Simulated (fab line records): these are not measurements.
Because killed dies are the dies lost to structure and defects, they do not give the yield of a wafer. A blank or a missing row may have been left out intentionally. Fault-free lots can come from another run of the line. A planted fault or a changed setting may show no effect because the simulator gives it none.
Struck lot and sound lot, side by side | flow sky130 | 14 out of 708 route steps
Sound: wafers L648.1, L648.5, L648.6. Struck: wafers L651.1, L651.3, L651.6. The cause comes at the end.
At each step with rows: each side's tool, then ch and its chambers, then its first start. Under that, the readings that differ: sound wafers | struck wafers | difference of the means | sigmas: that difference in standard deviations of wafers without a fault.
alike: readings with means less than 2 such deviations apart, plus words and numbers identical on both sides. not compared: withheld readings, readings lacking a value on some wafer, bounds such as >300 that could conceal the same value, and numbers that have no deviation in the record and whose values overlap.
The two part at a step that has a row with sigmas, a row that says differs or no value, or rows on one side only. Numbers that have no deviation but don't overlap get no sigmas and don't part them. A reading that every wafer of one side lacks parts them only if that side has two wafers or more.

first, 4 steps without rows for these wafers: SKY_VT_ADJUST_PCH_SOFTBAKE_03; SKY_VT_ADJUST_PCH_EXPOSE_04 (exposes mask NWM, target cd 840 nm); SKY_VT_ADJUST_PCH_PEB_05; SKY_VT_ADJUST_PCH_DEVELOP_06 (develop time 60 s).
SKY_VT_ADJUST_PCH_OVL_MEAS_07:
  sound: overlay-01 at day 10 20:57; struck: overlay-01 at day 12 08:15
  reading                | sound          | struck      | difference | sigmas
  VT_ADJUST_PCH_OVL (nm) | -3.6 -3.0 -0.3 | 1.0 1.5 0.9 | +3.4       | +2
after that, 1 step had no rows for these wafers: SKY_VT_ADJUST_PCH_IMPLANT_08.
SKY_VT_ADJUST_PCH_STRIP_09: strips in O2/N2.
  sound on plasma_asher-01 ch 0,1, day 10 21:08; struck on plasma_asher-01 ch 1, day 12 08:26
  alike: drypump_motor_current_A, n2_flow_sccm, oes_product_au, strip_time_to_endpoint_s
  not compared: rf_hours_counter_h
SKY_VT_ADJUST_PCH_TW_MEAS_10:
  sound: film_metro-02 at day 10 21:14; struck: film_metro-02 at day 12 08:32
  alike: VT_ADJUST_PCH_TW
then, 4 steps without rows for these wafers: SKY_SONOS_TUNNEL_DEHYDRATE_00 (time 60 s); SKY_SONOS_TUNNEL_HMDS_01 (prime time 60 s); SKY_SONOS_TUNNEL_COAT_02 (resist thk 1140 nm); SKY_SONOS_TUNNEL_SOFTBAKE_03 (time 60 s).
SKY_SONOS_TUNNEL_EXPOSE_04: exposes mask TUNM, target cd 410 nm.
  sound on iline_stepper-01 ch 0, day 11 08:12; struck on iline_stepper-02, day 12 21:28
  no value came back on the struck wafers for exposure_dose_mJ_cm2, focus_offset_nm (nm), stage_vel_mm_s (mm/s); on the sound wafers exposure_dose_mJ_cm2 reads 136.13 135.94 136.04
  alike: mask
after that, 1 step had no rows for these wafers: SKY_SONOS_TUNNEL_PEB_05.

== WHERE THEY PART ==
Earliest at SKY_VT_ADJUST_PCH_OVL_MEAS_07; latest, in this record, at SKY_SONOS_TUNNEL_EXPOSE_04.

WHY: the cause the simulator had injected
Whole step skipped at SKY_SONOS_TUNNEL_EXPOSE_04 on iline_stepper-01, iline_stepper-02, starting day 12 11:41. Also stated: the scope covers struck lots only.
